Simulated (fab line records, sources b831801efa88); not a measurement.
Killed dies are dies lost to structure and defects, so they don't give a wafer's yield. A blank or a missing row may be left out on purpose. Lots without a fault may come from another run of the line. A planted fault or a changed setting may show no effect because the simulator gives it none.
fab line records | flow gf180mcu
record lots=15 wafers=45 last_day=34
route steps=602 shown V4@500 M5@535 V5@541
lots that met no fault: from a run of the same line without faults
start_h: hours from the record's first day to the start of the lot's first wafer shown | wait_h: hours since the lot's step before | " the same as in the row above | L1.1+2: a row that stands for several wafers | - no value, or no start given | * or withheld: withheld | < > ~ a bound
route shown NAME@n: a module of which the file shows steps, and the number in the route of the first | usual: mean/standard deviation of fault-free wafers | same: alike in all rows | chamber/n: place in a boat | sites: the reading at each site | _std_site: their standard deviation | _edge_site: outer sites' mean less inner sites' | radius_mm: how far each site lies from the wafer's centre | mask NAME#n: copy n | behind: the tool/chamber that last shaped the wafer | hold: why the lot was held/for how many hours/how that ended | device: the transistor (n, p or np) that didn't switch | end of line: the same wafers' tests at the end of the route | a step without rows: its recipe alone | killed: dies lost to structure and defects at the first sort, not the wafer's yield | map: a wafer's dies, x killed, . not, _ none there
set.NAME: the setting as run; set.NAME@STEP: as run at that earlier step | model.NAME: the simulator's own value behind a step, which no gauge read
steps of the route over a sample of lots; a table a step, a row a wafer
services: from which hour (start_h, from the record's first day; less than 0 if before it) a tool's chamber was out of use, for how many hours, and why
## steps
# step GF_V4_RS_MEAS_24
# recipe thk_meas_gauge=four-point-probe reads=W_of_V4_CVD_23+TiN_of_V4_SPUTTER_22+Ti_of_V4_SPUTTER_21
# usual V4_W_RS=0.327/0.0041
# columns lot.wafer tool chamber start_h wait_h V4_W_RS[ohm/sq]
L477.3 film_metro-01 - 567.87 0.1 0.323
L477.5 " - " " 0.323
L477.6 " - " " 0.329
L478.2 film_metro-02 - 582.90 0.2 0.328
L478.4 " - " " 0.330
L478.6 " - " " 0.331
L479.1 film_metro-03 - 583.99 0.2 0.323
L479.4 " - " " 0.322
L479.6 " - " " 0.322
L480.2 film_metro-03 - 598.73 0.1 0.330
L480.4 " - " " 0.331
L480.6 " - " " 0.329
L481.1 film_metro-02 - 605.12 0.1 0.326
L481.2 " - " " 0.326
L481.4 " - " " 0.321
L487.1 film_metro-03 - 664.82 0.1 0.327
L487.3 " - " " 0.325
L487.4 " - " " 0.328
L490.3 film_metro-01 - 676.38 0.1 0.327
L490.5 " - " " 0.334
L490.6 " - " " 0.327
L491.1 film_metro-02 - 690.77 0.1 0.321
L491.4 " - " " 0.334
L491.6 " - " " 0.324
L492.2 film_metro-03 - 695.10 0.1 0.326
L492.3 " - " " 0.322
L492.5 " - " " 0.323
L493.1 film_metro-02 - 698.73 0.1 0.331
L493.3 " - " " 0.329
L493.5 " - " " 0.321
L494.1 film_metro-03 - 699.84 0.1 0.320
L494.4 " - " " 0.328
L494.6 " - " " 0.329
L495.2 film_metro-03 - 709.25 0.1 0.322
L495.3 " - " " 0.323
L495.6 " - " " 0.318
L497.2 film_metro-01 - 722.71 0.1 0.332
L497.4 " - " " 0.336
L497.6 " - " " 0.331
L498.2 film_metro-01 - 730.90 0.1 0.322
L498.3 " - " " 0.331
L498.4 " - " " 0.323
L499.1 film_metro-02 - 736.14 0.1 0.334
L499.2 " - " " 0.329
L499.6 " - " " 0.331
# step GF_V4_CMP_26
# recipe stop_on=SiO2 down_force_psi=3.5 platen_rpm=60 t_overpolish_s=15 target_thk_nm=0 pad_velocity_m_s=0.94248
# usual motor_current_A=11.2/1 overpolish_run_s=15.000/0.0092 platen_rpm=60.00/0.039 time_to_endpoint_s=82/4.7
# columns lot.wafer tool chamber start_h wait_h motor_current_A overpolish_run_s platen_rpm time_to_endpoint_s
L477.3 cmp-01 0 568.01 0.0 12.1 14.998 59.99 79
L477.6 " 0 " " 12.1 14.991 59.96 80
L477.5 " 1 " " 9.4 14.992 60.02 83
L478.2 cmp-02 2 583.06 0.0 11.6 14.986 60.06 73
L478.4 " 0 " " 11.2 14.994 60.00 86
L478.6 " 2 " " 11.4 14.993 60.02 76
L479.4 cmp-01 2 584.17 0.0 12.4 14.999 60.10 87
L479.1 " 3 " " 10.9 15.000 60.05 82
L479.6 " 2 " " 12.0 14.990 59.96 88
L480.4 cmp-02 2 598.89 0.0 11.2 15.013 60.06 73
L480.2 " 0 " " 10.3 14.990 59.99 82
L480.6 " 2 " " 10.9 15.016 60.05 74
L481.4 cmp-02 0 605.30 0.0 10.5 14.992 60.00 85
L481.2 " 1 " " 10.5 14.990 59.96 84
L481.1 " 3 " " 12.9 15.006 60.05 78
L487.3 cmp-01 2 665.00 0.0 12.6 14.988 60.03 86
L487.4 " 0 " " 11.9 15.011 60.05 83
L487.1 " 1 " " 9.1 15.019 60.03 82
L490.3 cmp-02 2 676.78 0.3 10.8 14.998 59.99 78
L490.6 " 1 " " 10.6 14.996 60.03 84
L490.5 " 2 " " 11.3 14.996 60.00 73
L491.4 cmp-02 1 690.95 0.0 11.1 14.991 59.99 81
L491.1 " 2 " " 10.6 15.005 59.97 73
L491.6 " 1 " " 10.7 15.006 60.07 85
L492.2 cmp-01 2 695.35 0.1 12.7 14.998 59.97 88
L492.3 " 3 " " 11.4 15.003 59.96 86
L492.5 " 1 " " 8.9 15.007 59.96 88
L493.3 cmp-02 0 698.91 0.0 11.0 14.998 60.00 86
L493.1 " 3 " " 12.4 15.005 59.97 78
L493.5 " 0 " " 10.3 14.988 60.01 86
L494.1 cmp-01 3 700.02 0.1 11.5 15.021 60.01 82
L494.4 " 2 " " 12.6 15.001 60.00 86
L494.6 " 3 " " 11.4 15.006 60.07 81
L495.2 cmp-02 3 709.51 0.1 12.4 15.012 59.98 79
L495.3 " 0 " " 10.7 14.981 59.95 92
L495.6 " 2 " " 10.7 15.012 59.99 80
L497.2 cmp-01 0 723.37 0.5 12.4 15.004 60.04 84
L497.4 " 1 " " 8.9 15.001 60.03 84
L497.6 " 3 " " 12.0 15.008 60.00 85
L498.3 cmp-02 1 731.06 0.0 11.2 14.999 59.93 86
L498.4 " 3 " " 12.6 15.003 60.02 79
L498.2 " 0 " " 10.7 14.990 60.03 90
L499.1 cmp-02 3 736.32 0.1 12.6 15.011 59.96 73
L499.2 " 1 " " 11.1 15.004 59.98 83
L499.6 " 0 " " 10.0 15.002 59.98 86
# step GF_M5_ETCH_09
# recipe chemistry=CF4/O2 target=Si3N4 target_depth_nm=52 source_w=800 bias_w=150 pressure_mtorr=150 cf4_flow_sccm=80 O2_flow_sccm=10 time_s=11.6
# usual O2_flow_sccm=10.002/0.025 bias_w=150.0/0.45 drypump_motor_current_A=5.9/0.51 oes_product_au=0.996/0.0092 throttle_valve_pct=5.969/0.009
# columns lot.wafer tool chamber start_h wait_h O2_flow_sccm bias_w drypump_motor_current_A oes_product_au rf_hours_counter_h throttle_valve_pct
L477.3 rie_diel-01 3 611.85 0.0 9.988 150.0 5.7 1.002 4 5.977
L477.5 " 3 " " 10.014 150.2 5.7 1.013 - 5.978
L477.6 " 2 " " 9.987 150.3 5.6 0.991 - 5.962
L478.2 rie_diel-01 0 625.76 0.0 9.969 150.3 6.6 0.990 13 5.954
L478.4 " 1 " " 10.026 150.0 6.5 0.978 22 5.962
L478.6 " 0 " " 9.973 150.0 6.6 0.987 - 5.968
L479.1 rie_diel-01 3 627.31 0.0 9.997 149.4 5.7 1.008 4 5.983
L479.4 " 0 " " 10.021 150.4 6.6 1.000 13 5.991
L479.6 " 2 " " 10.035 149.0 5.5 0.995 - 5.968
L480.2 rie_diel-01 3 659.38 0.0 9.997 149.7 5.7 1.009 5 5.967
L480.4 " 2 " " 9.993 150.2 5.5 0.998 32 5.976
L480.6 " 0 " " 9.981 149.9 6.6 0.998 - 5.959
L481.1 rie_diel-02 0 662.38 0.0 9.988 150.5 6.0 1.005 25 5.971
L481.2 " 3 " " 10.027 150.2 5.3 0.986 19 5.954
L481.4 " 2 " " 10.025 150.5 5.1 0.983 43 5.968
L487.1 rie_diel-04 0 695.62 0.0 9.988 150.8 6.2 0.998 19 5.968
L487.3 " 3 " " 9.962 150.7 6.3 1.000 12 5.956
L487.4 " 0 " " 9.996 150.4 6.2 0.993 - 5.976
L490.3 rie_diel-02 0 714.52 0.0 9.983 149.7 6.0 1.012 27 5.968
L490.5 " 3 " " 9.985 150.1 5.3 1.000 - 5.975
L490.6 " 2 " " 10.030 149.6 5.1 0.976 - 5.973
L491.1 rie_diel-01 1 728.79 0.0 - - - - - -
L491.4 " 0 " " - - - - - -
L491.6 " 3 " " - - - - - -
L492.2 rie_diel-02 2 731.22 0.0 - - - - - -
L492.3 " 3 " " - - - - - -
L492.5 " 2 " " - - - - - -
L494.1 rie_diel-01 2 736.76 0.0 - - - - - -
L494.4 " 3 " " - - - - - -
L494.6 " 0 " " - - - - - -
L493.1 rie_diel-04 3 736.79 0.0 10.005 149.8 6.4 1.005 14 5.962
L493.3 " 1 " " 9.997 149.8 5.4 0.993 5 5.972
L493.5 " 3 " " 9.974 150.3 6.3 1.008 - 5.972
L495.2 rie_diel-02 1 745.82 0.0 10.005 149.7 5.9 0.997 53 5.959
L495.3 " 2 " " 10.007 149.7 5.1 0.985 - 5.975
L495.6 " 2 " " 9.967 149.7 5.1 0.978 - 5.952
L497.2 rie_diel-01 2 756.14 0.0 10.045 149.5 5.5 0.992 36 5.975
L497.4 " 0 " " 9.977 149.8 6.6 0.997 18 5.960
L497.6 " 1 " " 9.974 150.2 6.6 1.002 - 5.968
L498.2 rie_diel-01 0 764.16 0.0 10.062 149.7 6.6 1.003 18 5.963
L498.3 " 3 " " 10.041 150.7 5.7 1.009 9 5.982
L498.4 " 1 " " 9.977 149.6 6.6 0.997 27 5.960
L499.1 rie_diel-01 0 770.86 0.0 10.041 150.4 6.7 1.003 18 5.957
L499.2 " 2 " " 10.013 149.6 5.5 1.001 37 5.978
L499.6 " 2 " " 10.000 149.4 5.5 0.995 - 5.973
# step GF_M5_STRIP_11
# recipe chemistry=O2/N2 power_w=1400 pressure_mtorr=1500 platen_temp_c=250 o2_flow_sccm=3000 n2_flow_sccm=300 overash_fraction=0.5
# usual drypump_motor_current_A=5.9/0.39 heater_power_w=323/31 oes_product_au=0.543/0.0056 strip_time_to_endpoint_s=7.53/0.064
# columns lot.wafer tool chamber start_h wait_h drypump_motor_current_A heater_power_w oes_product_au rf_hours_counter_h strip_time_to_endpoint_s
L477.3 plasma_asher-01 0 612.02 0.1 5.5 352 0.543 - 7.50
L477.5 " 0 " " 5.4 363 0.551 - 7.52
L477.6 " 1 " " 6.6 319 0.541 - 7.52
L478.2 plasma_asher-04 0 625.90 0.1 6.0 368 0.535 52 7.40
L478.4 " 0 " " 6.0 366 0.528 - 7.39
L478.6 " 1 " " 5.7 319 0.544 - 7.52
L479.1 plasma_asher-04 1 627.45 0.1 5.7 324 0.540 52 7.49
L479.4 " 1 " " 5.7 326 0.551 - 7.59
L479.6 " 1 " " 5.7 325 0.539 - 7.54
L480.2 plasma_asher-01 1 659.63 0.1 6.6 308 0.542 100 7.47
L480.4 " 0 " " 5.5 368 0.539 - 7.51
L480.6 " 0 " " 5.5 370 0.543 - 7.54
L481.1 plasma_asher-03 0 662.51 0.1 6.2 285 0.541 92 7.54
L481.2 " 1 " " 5.4 310 0.544 92 7.45
L481.4 " 0 " " 6.2 279 0.543 - 7.55
L487.1 plasma_asher-03 0 695.76 0.1 6.2 282 0.548 96 7.54
L487.3 " 1 " " 5.4 305 0.540 - 7.55
L487.4 " 0 " " 6.2 276 0.548 - 7.55
L490.3 plasma_asher-04 1 714.69 0.1 5.7 334 0.548 - 7.59
L490.5 " 1 " " 5.7 325 0.548 - 7.61
L490.6 " 0 " " 6.0 358 0.542 - 7.59
L491.1 plasma_asher-01 1 728.93 0.1 6.6 302 0.567 109 7.95
L491.4 " 1 " " 6.6 310 0.557 - 7.88
L491.6 " 0 " " 5.5 360 0.556 - 7.91
L492.2 plasma_asher-03 0 731.36 0.1 6.2 283 0.559 100 7.94
L492.3 " 0 " " 6.3 277 0.563 - 7.93
L492.5 " 1 " " 5.4 307 0.560 - 7.93
L494.1 plasma_asher-04 1 736.90 0.1 5.7 323 0.554 63 7.86
L494.4 " 0 " " 6.0 367 0.559 - 7.90
L494.6 " 0 " " 6.0 368 0.558 - 7.95
L493.1 plasma_asher-03 1 736.93 0.1 5.5 310 0.541 100 7.45
L493.3 " 1 " " 5.4 310 0.542 - 7.46
L493.5 " 0 " " 6.2 277 0.543 - 7.46
L495.2 plasma_asher-03 0 745.97 0.1 6.2 282 0.547 101 7.49
L495.3 " 1 " " 5.4 304 0.538 - 7.48
L495.6 " 1 " " 5.4 302 0.541 - 7.47
L497.2 plasma_asher-04 0 756.28 0.1 6.0 369 0.538 65 7.40
L497.4 " 0 " " 6.0 371 0.552 - 7.57
L497.6 " 1 " " 5.7 322 0.548 - 7.57
L498.2 plasma_asher-01 1 764.30 0.1 6.6 308 0.540 2 7.60
L498.3 " 0 " " 5.5 348 0.548 - 7.54
L498.4 " 1 " " 6.6 306 0.543 - 7.47
L499.1 plasma_asher-04 1 771.00 0.1 5.7 318 0.537 66 7.50
L499.2 " 0 " " 6.0 369 0.542 66 7.41
L499.6 " 0 " " 6.0 370 0.538 - 7.36
# step GF_V5_THK_MEAS_01
# recipe reads=SiO2_of_V5_CVD_00
# usual V5_CVD_00_THK=301/3.9
# columns lot.wafer tool chamber start_h wait_h V5_CVD_00_THK[nm]
L477.3 film_metro-03 - 612.64 0.0 304
L477.5 " - " " 306
L477.6 " - " " 303
L478.2 film_metro-02 - 626.50 0.0 301
L478.4 " - " " 292
L478.6 " - " " 302
L479.1 film_metro-02 - 628.04 0.0 304
L479.4 " - " " 302
L479.6 " - " " 296
L480.2 film_metro-02 - 660.24 0.0 305
L480.4 " - " " 304
L480.6 " - " " 298
L481.1 film_metro-03 - 663.52 0.0 303
L481.2 " - " " 305
L481.4 " - " " 302
L487.1 film_metro-02 - 696.38 0.0 302
L487.3 " - " " 302
L487.4 " - " " 304
L490.3 film_metro-02 - 715.69 0.0 299
L490.5 " - " " 309
L490.6 " - " " 303
L493.1 film_metro-04 - 737.52 0.0 305
L493.3 " - " " 297
L493.5 " - " " 294
L495.2 film_metro-04 - 746.60 0.0 296
L495.3 " - " " 298
L495.6 " - " " 297
L497.2 film_metro-03 - 756.90 0.1 298
L497.4 " - " " 304
L497.6 " - " " 302
L498.2 film_metro-04 - 764.92 0.0 301
L498.3 " - " " 308
L498.4 " - " " 307
L499.1 film_metro-03 - 771.58 0.0 295
L499.2 " - " " 302
L499.6 " - " " 297
## services
# columns tool chamber start_h hours kind
cmp-01 - 571.63 4.1 pm
cmp-02 - 572.29 4.0 pm
cmp-01 - 578.41 0.4 repair
cmp-02 - 587.66 2.7 repair
plasma_asher-04 - 595.70 2.9 repair
plasma_asher-04 - 609.01 4.2 repair
cmp-01 - 609.30 2.1 repair
plasma_asher-03 - 611.73 1.6 repair
cmp-02 - 623.65 12.1 pm
rie_diel-01 2 628.59 7.9 repair
cmp-01 - 629.98 3.9 repair
cmp-02 - 641.59 1.4 repair
cmp-01 - 645.26 3.0 repair
rie_diel-01 1 666.71 3.6 repair
plasma_asher-04 - 673.52 1.5 repair
cmp-02 - 679.05 6.9 pm
cmp-01 - 705.30 1.8 repair
rie_diel-01 3 708.70 7.7 repair
cmp-02 - 722.00 2.3 repair
cmp-01 - 743.48 2.0 repair
cmp-01 - 745.46 4.0 pm
plasma_asher-04 - 767.98 2.8 pm
cmp-02 - 768.57 1.4 repair
rie_diel-01 - 769.66 0.3 repair
## key
first_sign step=GF_M5_ETCH_09 reading=tool_record direction=missing
effect step=GF_M5_STRIP_11 reading=strip_time_to_endpoint_s direction=up sigmas=6.2 usual=* struck=*
met_at GF_M5_ETCH_09
struck_lots L491,L492,L494
later_rows_left_out L491.1,L491.4,L491.6,L492.2,L492.3,L492.5,L494.1,L494.4,L494.6
sort_left_out L491.1,L491.4,L491.6,L492.2,L492.3,L492.5,L494.1,L494.4,L494.6
not_acting_at GF_V4_RS_MEAS_24,GF_V4_CMP_26,GF_V5_THK_MEAS_01
onset_between 714.52 728.79
fault kind=skipped_step_whole tool=rie_diel-01,rie_diel-02 chamber=- onset_h=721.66 steps=GF_M5_ETCH_09 scope=struck_lots_only
# sort_left_out: the simulated sort isn't trusted on such a fault, so these wafers' sort isn't shown, and their yield isn't known
# later_rows_left_out: the simulator's readings of these wafers behind a module that went badly wrong aren't trusted and aren't shown, but for the sort
